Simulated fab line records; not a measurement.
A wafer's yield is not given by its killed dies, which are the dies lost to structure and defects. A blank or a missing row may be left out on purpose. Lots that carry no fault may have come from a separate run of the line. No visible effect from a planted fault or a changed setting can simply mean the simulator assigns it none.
fab line records	flow sky130
[record] lots = 6	wafers = 17	lastDay = 50
route steps=708 shown VT_ADJUST_HVTP@93 VT_ADJUST_LVTN@97 PAD_OPEN@708
lots untouched by any fault: they come from a run of this same line in which no faults occurred
startH: the number of hours between the record's first day and the start of the first shown wafer of the lot	waitH: hours elapsed since this lot's preceding step	" the same as in the row above	L1.1+2: one row covering several wafers at once	- no value, or no start was given	* or withheld: withheld	< > ~ a bound
route shown NAME@n: NAME is a module with steps in the file, n the number in the route of the first one	usual: the fault-free wafers' mean and standard deviation	same: alike in all rows	chamber/n: place in a boat	sites: each site's reading	_std_site: how widely they spread, as a standard deviation	_edge_site: the outer-site mean with the inner-site mean subtracted	radiusMm: how far each site lies from the wafer's centre	mask NAME#n: copy n	behind: tool/chamber where the wafer was last shaped	hold: why the lot went on hold/how many hours it stayed there/how the hold came to an end	device: whichever transistor did not switch (one of n, p or np)	end of line: the route-end tests of the same wafers	a step with no rows: only its recipe	killed: dies that structure and defects cost at the first sort, which is not the same as the wafer's yield	map: a wafer's dies, x killed, . not, _ none there
set.NAME: the setting that was run; set.NAME@STEP: the one run at that earlier step	model.NAME: the simulator's own value behind a step, which no gauge read
lots seen at some steps along the route; tables by step, rows by wafer
services: when a tool's chamber went out of use (startH, in hours from the record's first day, below 0 if earlier), for how many hours, and the reason
[[steps]]
[step SKY_VT_ADJUST_HVTP_OVL_MEAS_08]
[usual] VT_ADJUST_HVTP_OVL = -0.7/1.4
lot.wafer	tool	chamber	startH	waitH	VT_ADJUST_HVTP_OVL[nm]
L878.2	overlay-02	-	167.68	0.1	-0.9
L878.3	"	-	"	"	-1.2
L878.6	"	-	"	"	0.6
L880.2	overlay-02	-	175.78	0.1	-1.9
L880.3	"	-	"	"	0.8
L880.6	"	-	"	"	2.5
L882.2	overlay-02	-	196.93	0.1	-0.3
L882.3	"	-	"	"	1.5
L882.6	"	-	"	"	1.3
L884.4	overlay-02	-	204.24	0.1	-1.4
L884.5	"	-	"	"	-2.2
L892.1	overlay-01	-	257.76	0.1	0.9
L892.3	"	-	"	"	-1.0
L892.4	"	-	"	"	0.2
L891.1	overlay-01	-	258.23	0.1	1.6
L891.2	"	-	"	"	0.1
L891.4	"	-	"	"	0.5
[step SKY_VT_ADJUST_HVTP_IMPLANT_09]
[recipe] species = As	energyKev = 150	doseCm2 = 4.3e+12	tiltDeg = withheld
[step SKY_VT_ADJUST_HVTP_STRIP_10]
[recipe] chemistry = O2/N2	powerW = 1400	pressureMtorr = 1500	platenTempC = withheld	o2FlowSccm = 3000	n2FlowSccm = 300	overashFraction = 0.5
[usual] drypumpMotorCurrentA = 5.8/0.6	oesProductAu = 0.715/0.0047	stripTimeToEndpointS = 14.19/0.044
lot.wafer	tool	chamber	startH	waitH	drypumpMotorCurrentA	oesProductAu	rfHoursCounterH	stripTimeToEndpointS
L878.2	plasmaAsher-03	1	167.86	0.1	6.5	0.713	5	14.16
L878.3	"	1	"	"	6.5	0.716	-	14.14
L878.6	"	0	"	"	5.2	0.706	-	14.14
L880.2	plasmaAsher-02	1	175.96	0.1	5.1	0.714	50	14.20
L880.3	"	0	"	"	6.0	0.716	-	14.24
L880.6	"	0	"	"	6.0	0.714	-	14.20
L882.2	plasmaAsher-01	0	197.11	0.1	5.3	0.714	49	14.31
L882.3	"	1	"	"	6.5	0.723	-	14.29
L882.6	"	1	"	"	6.5	0.712	-	14.26
L884.4	plasmaAsher-03	1	204.45	0.1	6.5	0.715	-	14.23
L884.5	"	0	"	"	5.2	0.713	-	14.19
L892.1	plasmaAsher-01	0	257.95	0.1	5.3	0.711	55	14.15
L892.3	"	1	"	"	6.5	0.714	-	14.14
L892.4	"	0	"	"	5.3	0.719	-	14.13
L891.1	plasmaAsher-02	0	258.41	0.1	6.1	0.724	58	14.25
L891.2	"	1	"	"	5.1	0.714	58	14.26
L891.4	"	1	"	"	5.1	0.712	-	14.23
[step SKY_VT_ADJUST_HVTP_TW_MEAS_11]
[usual] VT_ADJUST_HVTP_TW = 1333/9.4
lot.wafer	tool	chamber	startH	waitH	VT_ADJUST_HVTP_TW
L878.2	filmMetro-02	-	167.97	0.1	1340
L878.3	"	-	"	"	1337
L878.6	"	-	"	"	1338
L880.2	filmMetro-04	-	176.07	0.1	1334
L880.3	"	-	"	"	1326
L880.6	"	-	"	"	1323
L882.2	filmMetro-02	-	197.22	0.1	1351
L882.3	"	-	"	"	1353
L882.6	"	-	"	"	1348
L884.4	filmMetro-04	-	204.54	0.1	1329
L884.5	"	-	"	"	1332
L892.1	filmMetro-03	-	258.05	0.1	1324
L892.3	"	-	"	"	1325
L892.4	"	-	"	"	1323
L891.1	filmMetro-02	-	258.51	0.1	1339
L891.2	"	-	"	"	1331
L891.4	"	-	"	"	1342
[step SKY_VT_ADJUST_LVTN_DEHYDRATE_00]
[recipe] tempC = 200	timeS = 60
[step SKY_VT_ADJUST_LVTN_HMDS_01]
[recipe] primeTimeS = 60	primeTempC = 120
[step SKY_VT_ADJUST_LVTN_COAT_02]
[recipe] spinRpm = 2000	resistThkNm = 3000
[step SKY_VT_ADJUST_LVTN_SOFTBAKE_03]
[recipe] tempC = 110	timeS = withheld
[step SKY_VT_ADJUST_LVTN_EXPOSE_04]
[recipe] maskId = NWM_COMPLEMENT_LESS_NATIVE	na = 0.6	sourceShape = conventional	sigmaOuter = 0.6	polarization = unpolarized	targetCdNm = 840	doseMj = 194
[step SKY_VT_ADJUST_LVTN_PEB_05]
[recipe] tempC = 115	timeS = withheld
[step SKY_VT_ADJUST_LVTN_DEVELOP_06]
[recipe] wallAngleDeg = 90	developer = TMAH	developTimeS = 60	devTempC = 23
[step SKY_VT_ADJUST_LVTN_OVL_MEAS_07]
[usual] VT_ADJUST_LVTN_OVL = -0.3/1.4
lot.wafer	tool	chamber	startH	waitH	VT_ADJUST_LVTN_OVL[nm]
L878.2	overlay-02	-	188.50	-	-1.0
L878.3	"	-	"	"	-3.0
L878.6	"	-	"	"	-2.5
L880.2	overlay-01	-	196.59	-	0.1
L880.3	"	-	"	"	-1.2
L880.6	"	-	"	"	-0.1
L882.2	overlay-01	-	219.09	-	-1.1
L882.3	"	-	"	"	-2.4
L882.6	"	-	"	"	-2.4
L884.4	overlay-01	-	226.70	-	2.3
L884.5	"	-	"	"	-0.4
L892.1	overlay-02	-	281.36	-	-1.0
L892.3	"	-	"	"	-2.2
L892.4	"	-	"	"	-1.4
L891.1	overlay-01	-	281.71	-	0.3
L891.2	"	-	"	"	-1.1
L891.4	"	-	"	"	0.5
[step SKY_VT_ADJUST_LVTN_IMPLANT_08]
[recipe] species = B	energyKev = 30	doseCm2 = 1.57e+12	tiltDeg = withheld
[same] implantIonAmu = 11
lot.wafer	tool	chamber	startH	waitH
L878.2+3+6	implanter-04	0	188.55	0.0
L880.2+3+6	implanter-03	0	196.64	0.0
L882.2+3+6	implanter-03	0	219.14	0.0
L884.4+5	implanter-03	0	226.79	0.1
L892.1+3+4	implanter-04	0	281.39	0.0
L891.1+2+4	implanter-01	0	281.74	0.0
[step SKY_VT_ADJUST_LVTN_STRIP_09]
[recipe] chemistry = O2/N2	powerW = 1400	pressureMtorr = 1500	platenTempC = withheld	o2FlowSccm = 3000	n2FlowSccm = 300	overashFraction = 0.5
[usual] drypumpMotorCurrentA = 5.8/0.6	oesProductAu = 0.722/0.0047	stripTimeToEndpointS = 36.94/0.099
lot.wafer	tool	chamber	startH	waitH	drypumpMotorCurrentA	oesProductAu	rfHoursCounterH	stripTimeToEndpointS
L878.2	plasmaAsher-04	1	188.68	0.1	5.2	0.725	40	36.89
L878.3	"	0	"	"	6.1	0.728	-	36.91
L878.6	"	1	"	"	5.2	0.725	-	36.93
L880.2	plasmaAsher-03	0	196.77	0.1	5.2	0.726	7	36.91
L880.3	"	0	"	"	5.2	0.713	-	36.91
L880.6	"	0	"	"	5.2	0.723	-	36.97
L882.2	plasmaAsher-01	1	219.27	0.1	6.6	0.717	51	36.97
L882.3	"	1	"	"	6.6	0.725	-	36.94
L882.6	"	1	"	"	6.6	0.716	-	37.02
L884.4	plasmaAsher-03	1	226.90	0.1	6.5	0.720	-	36.92
L884.5	"	0	"	"	5.2	0.720	-	36.98
L892.1	plasmaAsher-03	1	281.54	0.1	6.5	0.718	16	36.85
L892.3	"	0	"	"	5.2	0.719	-	37.04
L892.4	"	1	"	"	6.5	0.727	-	36.78
L891.1	plasmaAsher-04	0	281.89	0.1	6.1	0.718	49	36.98
L891.2	"	1	"	"	5.2	0.720	49	36.89
L891.4	"	1	"	"	5.2	0.721	-	36.91
[step SKY_VT_ADJUST_LVTN_TW_MEAS_10]
[usual] VT_ADJUST_LVTN_TW = 239.9/2.2
lot.wafer	tool	chamber	startH	waitH	VT_ADJUST_LVTN_TW
L878.2	filmMetro-04	-	188.79	0.1	236.9
L878.3	"	-	"	"	237.7
L878.6	"	-	"	"	236.2
L880.2	filmMetro-04	-	196.88	0.1	236.4
L880.3	"	-	"	"	237.3
L880.6	"	-	"	"	236.6
L882.2	filmMetro-01	-	219.38	0.1	242.5
L882.3	"	-	"	"	241.3
L882.6	"	-	"	"	231.5
L884.4	filmMetro-04	-	227.00	0.1	240.2
L884.5	"	-	"	"	231.4
L892.1	filmMetro-01	-	281.64	0.1	243.8
L892.3	"	-	"	"	244.0
L892.4	"	-	"	"	243.0
L891.1	filmMetro-02	-	281.99	0.1	238.1
L891.2	"	-	"	"	238.5
L891.4	"	-	"	"	239.1
[step SKY_VT_ADJUST_LVTN_DEHYDRATE_11]
[recipe] tempC = 200	timeS = 60
[step SKY_PAD_OPEN_PROBE_99]
[usual] killed_at_M0_to_M3 = 43/7.2	killed_at_M4_up = 3.3/1.8	killedAtContacts = 23/5.5	killedAtFrontEnd = 16/5.1	killedAtOther = 0.4/0.65	killedDies = 85/10	killedOpen = 46/7.1	killedShort = 38/7.2
[same] grossDies = 492	killedAtBackSide = 0
lot.wafer	tool	chamber	startH	waitH	killed_at_M0_to_M3	killed_at_M4_up	killedAtContacts	killedAtFrontEnd	killedAtOther	killedDies	killedOpen	killedShort	model.etest.nfet_01v8_lvt.vtSatV	model.etest.nfet_01v8.vtVRange	model.etest.nfet_01v8_lvt.bodyRiseV
L878.2	prober-02	-	1117.93	0.1	45	2	19	21	0	87	42	43	0.5332	0.01057	0.1453
L878.3	prober-02	-	1117.98	0.2	45	2	16	11	0	74	45	29	0.5364	0.009069	0.1436
L878.6	prober-02	-	1118.13	0.2	43	2	28	10	0	83	41	41	0.5375	0.01499	0.1435
L880.2	prober-02	-	1123.03	0.1	44	4	28	14	0	90	49	39	0.5306	0.01647	0.1458
L880.3	prober-02	-	1123.08	0.2	41	3	17	25	1	87	42	41	0.5333	0.01094	0.1472
L880.6	prober-02	-	1123.23	0.2	63	6	27	16	0	112	52	59	0.5278	0.009804	0.145
L882.2	prober-02	-	1142.86	0.1	51	7	20	13	2	93	45	48	0.5345	0.006781	0.1456
L882.3	prober-02	-	1142.91	0.2	37	4	20	9	1	71	37	34	0.5358	0.009472	0.1469
L882.6	prober-02	-	1143.06	0.2	33	4	23	20	0	80	42	38	0.5272	0.01836	0.1403
L884.4	prober-02	-	1153.88	0.2	44	3	28	18	2	95	50	42	0.5268	0.007952	0.1452
L884.5	prober-02	-	1153.93	0.2	47	4	26	23	2	102	52	48	0.5059	0.01804	0.1413
L892.1	prober-01	-	1187.45	0.1	36	9	25	20	0	90	41	48	0.5494	0.009006	0.1475
L892.3	prober-01	-	1187.55	0.2	47	2	24	14	0	87	38	49	0.5361	0.009611	0.1445
L892.4	prober-01	-	1187.60	0.2	38	4	15	13	0	70	40	30	0.5354	0.01066	0.1471
L891.1	prober-02	-	1189.35	0.1	47	7	22	10	1	87	41	46	0.5337	0.0101	0.1427
L891.2	prober-02	-	1189.40	0.1	50	2	21	16	0	89	56	32	0.535	0.01143	0.1442
L891.4	prober-02	-	1189.50	0.2	34	2	21	19	0	76	47	27	0.5411	0.008858	0.1429
// killed by level:class
L878.2 VIA1:geometricParticle:open=12 METAL3:geometricParticle:short=8 CONTACT:geometricParticle:open=7 VIA3:geometricParticle:open=7 METAL2:geometricParticle:short=5 POLY_GATE:geometricParticle:open=4 POLY_GATE:geometricParticle:short=4 LOCAL_INTERCONNECT:geometricParticle:short=4
L878.3 VIA1:geometricParticle:open=13 VIA3:geometricParticle:open=8 POLY_GATE:geometricParticle:open=6 CONTACT:geometricParticle:open=5 VIA1:geometricParticle:short=5 VIA2:geometricParticle:open=4 METAL1:geometricParticle:short=4 VIA3:geometricParticle:short=4
L878.6 VIA1:geometricParticle:open=8 VIA3:geometricParticle:open=7 CONTACT:geometricParticle:open=7 CONTACT:geometricParticle:short=6 LOCAL_INTERCONNECT:geometricParticle:short=6 VIA2:geometricParticle:open=6 LI_CONTACT:geometricParticle:open=5 LI_CONTACT:geometricParticle:short=4
L880.2 VIA1:geometricParticle:open=11 VIA2:geometricParticle:open=9 CONTACT:geometricParticle:open=9 METAL2:geometricParticle:short=9 LI_CONTACT:geometricParticle:open=8 POLY_GATE:geometricParticle:short=6 LOCAL_INTERCONNECT:geometricParticle:short=4 CONTACT:geometricParticle:short=4
L880.3 CONTACT:geometricParticle:open=10 METAL2:geometricParticle:short=8 VIA1:geometricParticle:short=6 VIA1:geometricParticle:open=6 FIELD_ISO:geometricParticle:short=5 VIA3:geometricParticle:open=5 FIELD_ISO:geometricParticle:open=4 POLY_GATE:geometricParticle:short=4
L880.6 LI_CONTACT:geometricParticle:open=12 VIA3:geometricParticle:open=11 METAL1:geometricParticle:short=9 METAL2:geometricParticle:short=8 VIA1:geometricParticle:open=7 CONTACT:geometricParticle:short=7 VIA2:geometricParticle:open=7 VIA3:geometricParticle:short=5
L882.2 VIA1:geometricParticle:open=11 METAL1:geometricParticle:short=7 VIA3:geometricParticle:open=7 METAL4:geometricParticle:short=6 LI_CONTACT:geometricParticle:open=6 FIELD_ISO:geometricParticle:open=5 VIA1:geometricParticle:short=5 METAL2:geometricParticle:short=5
L882.3 VIA1:geometricParticle:open=9 CONTACT:geometricParticle:open=6 LI_CONTACT:geometricParticle:open=5 CONTACT:geometricParticle:short=5 METAL2:geometricParticle:short=5 VIA2:geometricParticle:open=5 LOCAL_INTERCONNECT:geometricParticle:short=4 METAL1:geometricParticle:short=4
L882.6 CONTACT:geometricParticle:open=10 VIA1:geometricParticle:open=8 FIELD_ISO:geometricParticle:open=7 METAL1:geometricParticle:short=7 LI_CONTACT:geometricParticle:open=6 POLY_GATE:geometricParticle:short=5 VIA3:geometricParticle:short=5 METAL4:geometricParticle:short=4
L884.4 LI_CONTACT:geometricParticle:open=10 VIA2:geometricParticle:open=10 CONTACT:geometricParticle:open=7 CONTACT:geometricParticle:short=7 METAL1:geometricParticle:short=6 METAL2:geometricParticle:short=6 FIELD_ISO:geometricParticle:open=5 VIA1:geometricParticle:open=5
L884.5 VIA2:geometricParticle:open=10 LI_CONTACT:geometricParticle:open=8 VIA1:geometricParticle:open=8 POLY_GATE:geometricParticle:open=7 VIA1:geometricParticle:short=7 CONTACT:geometricParticle:short=6 FIELD_ISO:geometricParticle:open=5 LOCAL_INTERCONNECT:geometricParticle:short=5
L892.1 CONTACT:geometricParticle:open=9 VIA3:geometricParticle:open=8 METAL4:geometricParticle:short=8 POLY_GATE:geometricParticle:short=6 CONTACT:geometricParticle:short=5 LOCAL_INTERCONNECT:geometricParticle:short=4 POLY_GATE:geometricParticle:open=4 METAL3:geometricParticle:short=4
L892.3 CONTACT:geometricParticle:open=9 VIA1:geometricParticle:open=9 POLY_GATE:geometricParticle:short=7 METAL1:geometricParticle:short=7 VIA1:geometricParticle:short=6 VIA3:geometricParticle:open=6 LOCAL_INTERCONNECT:geometricParticle:short=5 METAL3:geometricParticle:short=5
L892.4 VIA1:geometricParticle:open=10 LI_CONTACT:geometricParticle:open=5 VIA3:geometricParticle:open=5 VIA1:geometricParticle:short=5 VIA2:geometricParticle:open=5 VIA3:geometricParticle:short=5 POLY_GATE:geometricParticle:open=4 CONTACT:geometricParticle:open=3
L891.1 METAL1:geometricParticle:short=11 CONTACT:geometricParticle:open=10 VIA1:geometricParticle:open=9 VIA3:geometricParticle:open=6 METAL2:geometricParticle:short=6 LOCAL_INTERCONNECT:geometricParticle:short=5 POLY_GATE:geometricParticle:short=4 VIA1:geometricParticle:short=4
L891.2 VIA1:geometricParticle:open=16 CONTACT:geometricParticle:open=8 VIA3:geometricParticle:open=8 VIA2:geometricParticle:open=7 POLY_GATE:geometricParticle:open=5 LI_CONTACT:geometricParticle:open=5 LOCAL_INTERCONNECT:geometricParticle:short=4 METAL1:geometricParticle:short=4
L891.4 VIA1:geometricParticle:open=15 CONTACT:geometricParticle:open=7 LI_CONTACT:geometricParticle:open=6 FIELD_ISO:geometricParticle:open=5 LOCAL_INTERCONNECT:geometricParticle:short=5 VIA2:geometricParticle:open=5 FIELD_ISO:geometricParticle:short=3 SPACER:geometricParticle:open=3
[[services]]
tool	chamber	startH	hours	kind
plasmaAsher-03	-	155.63	0.4	repair
implanter-04	-	176.49	2.9	repair
implanter-03	-	180.31	0.7	repair
plasmaAsher-04	-	186.13	0.6	repair
plasmaAsher-03	-	187.49	3.5	repair
plasmaAsher-03	-	189.19	2.4	repair
plasmaAsher-04	-	192.27	1.3	repair
plasmaAsher-04	-	197.83	4.3	repair
implanter-01	-	202.17	4.3	pm
implanter-01	-	209.83	18.8	pm
implanter-03	-	239.13	3.8	pm
implanter-01	-	239.27	3.7	repair
implanter-04	-	267.89	0.7	repair
implanter-04	-	275.39	4.4	pm
implanter-03	-	281.23	3.5	repair
[[key]]
[firstSign] step = SKY_VT_ADJUST_LVTN_TW_MEAS_10	reading = VT_ADJUST_LVTN_TW	direction = down	sigmas = 3.8	usual = 239.9	struck = 231.5
effect none on later readings
[modelEffect] step = SKY_PAD_OPEN_PROBE_99	value = etest.nfet_01v8_lvt.vtSatV	without = 0.5307	struck = 0.5165
metAt SKY_VT_ADJUST_LVTN_IMPLANT_08
struckWafers L882.6,L884.5
testerLeftOut L882,L884
onsetBetween 196.64 219.14
[fault] kind = processParameterDrift	tool = implanter-03	chamber = -	onsetH = 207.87	steps = SKY_VT_ADJUST_LVTN_IMPLANT_08	channel = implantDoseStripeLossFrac	offset = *	shape = step	endH = 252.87	scope = struckWafersOnly
// testerLeftOut: of these lots the tester's yield and bins aren't shown, on N5 and GAA mostly nor the transistor test; their killed dies are dies lost to structure and defects alone, not to doping, threshold or leakage, so they don't give the yield
